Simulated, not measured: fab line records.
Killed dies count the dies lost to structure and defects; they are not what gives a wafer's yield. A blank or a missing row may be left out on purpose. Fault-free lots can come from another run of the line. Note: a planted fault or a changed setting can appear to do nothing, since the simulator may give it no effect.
Struck lot and sound lot, side by side | flow sky130 | 18 steps out of a route of 708
Sound: these wafers, L156.1, L156.4, L156.6. Struck: wafers L165.2, L165.3, L165.6. The cause is given at the end.
At each step with rows: each side's tool, then ch and its chambers, then its first start. Under that, the readings that differ: sound wafers | struck wafers | difference of the means | sigmas: that difference in standard deviations of wafers without a fault.
alike: readings with means less than 2 such deviations apart, plus words and numbers identical on both sides. not compared: withheld readings, readings lacking a value on some wafer, bounds such as >300 that could conceal the same value, and numbers that have no deviation in the record and whose values overlap.
A row with sigmas, a row that says differs or no value, or rows on one side alone: a step with any of these is where the two part. Numbers that don't overlap but have no deviation are shown without sigmas and don't part them. A reading missing from all wafers of one side parts the sides only when that side holds two or more wafers.

SKY_METAL4_STRIP_19: strips in O2/N2.
  sound on plasma_asher-01 ch 0,1, day 41 12:27; struck on plasma_asher-02 ch 0,1, day 44 07:49
  alike: drypump_motor_current_A, oes_product_au, strip_time_to_endpoint_s
  not compared: rf_hours_counter_h
then, 4 steps without rows for these wafers: SKY_METAL4_STRIP_20 (strips in post etch residue remover, time 1200 s); SKY_METAL4_CLEAN_21 (cleans in IPA, time 180 s); SKY_METAL4_CLEAN_22 (cleans in O3/DIW); SKY_VIA4_HDPCVD_00 (deposits SiO2, target thk 1750 nm, time 291.7 s).
SKY_VIA4_THK_MEAS_01:
  sound on film_metro-03, day 41 13:13; struck on film_metro-03, day 44 08:36
  alike: VIA4_HDPCVD_THK
SKY_VIA4_CMP_02: polishes SiO2.
  sound on cmp-01 ch 0,1,3, day 41 13:20; struck on cmp-02 ch 2,3, day 44 08:39
  alike: motor_current_A, platen_rpm
SKY_VIA4_BOW_MEAS_03:
  sound on film_metro-04, day 41 13:35; struck on film_metro-01, day 44 08:58
  alike: VIA4_BOW
then, 4 steps without rows for these wafers: SKY_VIA4_DEHYDRATE_04 (time 60 s); SKY_VIA4_HMDS_05 (prime time 60 s); SKY_VIA4_COAT_06 (resist thk 1140 nm); SKY_VIA4_SOFTBAKE_07 (time 60 s).
SKY_VIA4_EXPOSE_08: exposes mask VIM4, target cd 800 nm.
  sound on iline_stepper-02 ch 0, day 42 01:33; struck on iline_stepper-02 ch 0, day 44 20:19
  reading              | sound                | struck               | difference | sigmas
  exposure_dose_mJ_cm2 | 131.97 132.02 132.05 | 123.15 123.10 123.06 | -8.91      | -69
  alike: mask
then, 2 steps without rows for these wafers: SKY_VIA4_PEB_09; SKY_VIA4_DEVELOP_10 (develop time 60 s).
SKY_VIA4_OVL_MEAS_11:
  sound on overlay-01, day 42 13:06; struck on overlay-01, day 45 06:28
  reading       | sound       | struck        | difference | sigmas
  VIA4_OVL (nm) | 2.6 2.3 0.9 | 0.8 -2.2 -2.3 | -3.2       | -2
SKY_VIA4_ETCH_12: etches SiO2 in C4F8/O2/Ar, stops on TiN, target depth 580 nm.
  sound on rie_diel-03 ch 2,3, day 42 13:08; struck on rie_diel-04 ch 0,2,3, day 45 06:30
  reading               | sound           | struck            | difference | sigmas
  model.VIA4.cd_nm (nm) | 799.5 798 797.4 | 777.1 777.5 776.5 | -21.3      |
  alike: oes_product_au
SKY_VIA4_STRIP_13: strips in O2/N2.
  sound on plasma_asher-03 ch 0, day 42 13:13; struck on plasma_asher-03 ch 0,1, day 45 06:34
  alike: drypump_motor_current_A, oes_product_au, strip_time_to_endpoint_s
  not compared: rf_hours_counter_h

== WHERE THEY PART ==
At SKY_VIA4_EXPOSE_08 first; at SKY_VIA4_OVL_MEAS_11 last (within this record only). Later steps at which nothing parts them and some readings are alike: SKY_VIA4_ETCH_12, SKY_VIA4_STRIP_13.

WHY: what had been put in by the simulator
Process parameter drift: iline_stepper-02, from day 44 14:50 on, at SKY_VIA4_EXPOSE_08. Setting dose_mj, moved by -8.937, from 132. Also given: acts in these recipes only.
